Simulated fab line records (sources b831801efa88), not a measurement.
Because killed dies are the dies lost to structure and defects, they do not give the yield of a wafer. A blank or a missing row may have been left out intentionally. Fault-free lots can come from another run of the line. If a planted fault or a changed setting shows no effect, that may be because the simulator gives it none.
The tool behind it: which one?    flow sky130    Sampling: 12 lots, 36 wafers, 6 of 708 route steps

## WHAT THE GAUGES READ, wafer by wafer
SKY_CONTACT_CD_MEAS_14: the cd target is 170 nm. Usual: 170.0 nm for cd-nm, sd 1.4.
lot   measured      on         cd-nm (nm)         flag
L192  day 30 22:21  cd-sem-02  168.9 169.6 169.7  
L194  day 31 17:25  cd-sem-02  168.4 167.1 166.9  
L196  day 33 08:34  cd-sem-02  168.5 168.4 169.2  
L198  day 33 10:17  cd-sem-02  169.3 170.2 170.1  
L199  day 33 16:35  cd-sem-02  169.4 169.9 171.2  
L203  day 35 02:59  cd-sem-01  172.7 171.7 171.6  
L202  day 35 03:19  cd-sem-02  172.3 171.4 171.6  
L205  day 35 16:53  cd-sem-01  171.3 168.5 170.1  
L206  day 35 21:37  cd-sem-02  170.3 170.2 171.3  
L211  day 37 12:56  cd-sem-01  180.9 181.0 182.1  OFF
L212  day 37 22:14  cd-sem-02  182.8 181.8 179.9  OFF
L214  day 38 08:43  cd-sem-02  169.4 170.2 169.6  

SKY_CONTACT_RS_MEAS_25: measures by four-point-probe. Usual: CONTACT_W_RS gives 0.336 ohm/sq (standard deviation 0.0031).
lot   measured      on             CONTACT_W_RS (ohm/sq)  flag
L192  day 30 23:24  film-metro-02  0.334 0.332 0.334      
L194  day 31 18:31  film-metro-01  0.338 0.341 0.342      
L196  day 33 09:45  film-metro-01  0.340 0.337 0.334      
L198  day 33 11:20  film-metro-03  0.334 0.333 0.333      
L199  day 33 17:38  film-metro-03  0.345 0.344 0.344      
L203  day 35 04:05  film-metro-03  0.335 0.333 0.339      
L202  day 35 04:25  film-metro-02  0.333 0.335 0.331      
L205  day 35 17:58  film-metro-01  0.328 0.334 0.331      
L206  day 35 22:41  film-metro-03  0.337 0.333 0.335      
L211  day 37 13:59  film-metro-02  0.338 0.336 0.337      
L212  day 37 23:17  film-metro-02  0.337 0.336 0.339      
L214  day 38 09:48  film-metro-01  0.336 0.338 0.334      

SKY_CONTACT_THK_MEAS_26: measures by xrf. Usual: CONTACT_W_THK gives 344 nm (standard deviation 5.5).
lot   measured      on             CONTACT_W_THK (nm)  flag
L192  day 30 23:30  film-metro-02  337 338 337         
L194  day 31 18:37  film-metro-01  347 345 344         
L196  day 33 09:50  film-metro-01  346 347 350         
L198  day 33 11:26  film-metro-03  345 348 346         
L199  day 33 17:45  film-metro-03  332 334 335         
L203  day 35 04:11  film-metro-03  341 344 336         
L202  day 35 04:32  film-metro-02  346 342 349         
L205  day 35 18:05  film-metro-01  358 352 358         
L206  day 35 22:47  film-metro-03  337 341 339         
L211  day 37 14:06  film-metro-02  340 344 339         
L212  day 37 23:24  film-metro-02  342 341 339         
L214  day 38 09:55  film-metro-01  350 346 352         

## EACH LOT AND THE TOOL THAT RAN IT (in order: tool; ch and the chambers of the sampled wafers; start)
lot   SKY_CONTACT_CVD_00               SKY_CONTACT_SOFTBAKE_10            SKY_CONTACT_STRIP_19
L192  pecvd-02 ch 1,2, day 29 18:08    litho-track-03 ch 0, day 30 08:00  plasma-asher-03 ch 0,1, day 30 22:38
L194  pecvd-03 ch 1,2, day 30 14:27    litho-track-02 ch 0, day 31 05:00  plasma-asher-04 ch 0,1, day 31 17:42
L196  pecvd-02 ch 0,1,2, day 32 05:56  litho-track-04 ch 0, day 32 19:00  plasma-asher-03 ch 0,1, day 33 08:50
L198  pecvd-01 ch 0,2, day 32 07:47    litho-track-03 ch 0, day 32 20:00  plasma-asher-01 ch 0,1, day 33 10:33
L199  pecvd-01 ch 0,1, day 32 13:44    litho-track-03 ch 0, day 33 03:00  plasma-asher-01 ch 0,1, day 33 16:52
L203  pecvd-01 ch 0,2, day 33 23:50    litho-track-04 ch 0, day 34 14:00  plasma-asher-04 ch 0, day 35 03:15
L202  pecvd-02 ch 0,1,2, day 34 00:32  litho-track-03 ch 0, day 34 14:00  plasma-asher-01 ch 0,1, day 35 03:36
L205  pecvd-02 ch 1,2, day 34 12:32    litho-track-02 ch 0, day 35 02:00  plasma-asher-03 ch 0,1, day 35 17:10
L206  pecvd-03 ch 0,2, day 34 17:32    litho-track-04 ch 0, day 35 07:00  plasma-asher-03 ch 0,1, day 35 21:54
L211  pecvd-02 ch 0,1, day 36 08:43    litho-track-04 ch 0, day 36 23:00  plasma-asher-01 ch 0,1, day 37 13:12
L212  pecvd-03 ch 0,1, day 36 18:13    litho-track-04 ch 0, day 37 08:00  plasma-asher-01 ch 0,1, day 37 22:30
L214  pecvd-02 ch 0,1,2, day 37 05:16  litho-track-02 ch 0, day 37 19:00  plasma-asher-03 ch 0,1, day 38 09:00
- SKY_CONTACT_CVD_00: deposits Si3N4, target thk 75 nm.
- SKY_CONTACT_SOFTBAKE_10: time 88.51 s.
- SKY_CONTACT_STRIP_19: strips in O2/N2.

## AS READ BY THE TOOLS THEMSELVES (means over the sampled wafers that have a number; for cases with no such wafer, the mark the record gives instead)
SKY_CONTACT_CVD_00. Usual: 735 W for heater-power-w, sd 120.
lot   tool      heater-power-w (W)  flag
L192  pecvd-02  768                 
L194  pecvd-03  778                 
L196  pecvd-02  703                 
L198  pecvd-01  801                 
L199  pecvd-01  682                 
L203  pecvd-01  851                 
L202  pecvd-02  705                 
L205  pecvd-02  739                 
L206  pecvd-03  872                 
L211  pecvd-02  607                 
L212  pecvd-03  752                 
L214  pecvd-02  665                 

SKY_CONTACT_SOFTBAKE_10. Usual: heater-power-total-W 57.68 W, standard deviation 0.15; plate-temp-C 100.00 C, standard deviation 0.13.
lot   tool            heater-power-total-W (W)  plate-temp-C (C)  flag
L192  litho-track-03  57.67                     99.89             
L194  litho-track-02  57.73                     99.88             
L196  litho-track-04  57.51                     99.95             
L198  litho-track-03  57.65                     100.21            
L199  litho-track-03  57.74                     99.94             
L203  litho-track-04  57.75                     99.97             
L202  litho-track-03  57.63                     100.02            
L205  litho-track-02  57.68                     99.87             
L206  litho-track-04  57.78                     99.87             
L211  litho-track-04  68.57                     113.53            OFF
L212  litho-track-04  68.62                     113.75            OFF
L214  litho-track-02  57.52                     99.88             

SKY_CONTACT_STRIP_19. Usual: drypump-motor-current-A 5.6 A, standard deviation 0.33; oes-product-au 0.381 a.u., standard deviation 0.004; strip-time-to-endpoint-s 3.638 s, standard deviation 0.024.
lot   tool             drypump-motor-current-A (A)  oes-product-au (a.u.)  strip-time-to-endpoint-s (s)  flag
L192  plasma-asher-03  5.9                          0.381                  3.602                         
L194  plasma-asher-04  5.4                          0.380                  3.632                         
L196  plasma-asher-03  5.9                          0.386                  3.645                         
L198  plasma-asher-01  5.5                          0.379                  3.602                         
L199  plasma-asher-01  5.5                          0.381                  3.620                         
L203  plasma-asher-04  5.0                          0.377                  3.635                         
L202  plasma-asher-01  5.6                          0.378                  3.649                         
L205  plasma-asher-03  5.9                          0.379                  3.646                         
L206  plasma-asher-03  5.9                          0.377                  3.621                         
L211  plasma-asher-01  5.5                          0.380                  3.551                         OFF
L212  plasma-asher-01  5.5                          0.379                  3.591                         
L214  plasma-asher-03  5.9                          0.379                  3.658                         

## THE ANSWER, worked out from the rows above alone
Rule: take the mean of a lot's wafers that have a number; if it is more than 3 standard deviations from the usual mean, the lot is off. Also off: a lot with no number at a reading for which 4 or more lots have one. Any other lot the step has rows for is counted as sound. After the gauges, taken in route order, come the tools' own readings; for these a lot's mean is taken, as printed above. At the first step where some lot is off, the reading lying furthest off is the one used; lots without a number count as furthest.
Off: L211, L212, at SKY_CONTACT_CD_MEAS_14 (cd-nm).
If a tool, at a process step before that reading, ran all the lots that are off and no sound lot after the first of them, it fits. The gauges at SKY_CONTACT_CD_MEAS_14 aren't tried: what is off there is off at SKY_CONTACT_SOFTBAKE_10 too, on other tools, and a gauge's error can't cause that. One candidate fits, namely litho-track-04 at SKY_CONTACT_SOFTBAKE_10. Its last sound lot is L206 (day 35 07:00), its first lot that is off L211 (day 36 23:00): a fault that began between those two fits.
The tool's own readings at SKY_CONTACT_SOFTBAKE_10 bear it out: on the lots that are off they differ by more than 5 times the standard deviation of the sound lots' means. heater-power-total-W reads 68.59 W there against 57.67 W on the sound lots; plate-temp-C reads 113.64 C there against 99.95 C on the sound lots.

## WHAT THE SIMULATOR HAD PUT IN
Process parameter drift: litho-track-04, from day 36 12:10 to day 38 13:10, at SKY_CONTACT_SOFTBAKE_10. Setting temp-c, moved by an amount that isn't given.
Struck lots among those shown: L211, L212. The rule given above showed the same thing.
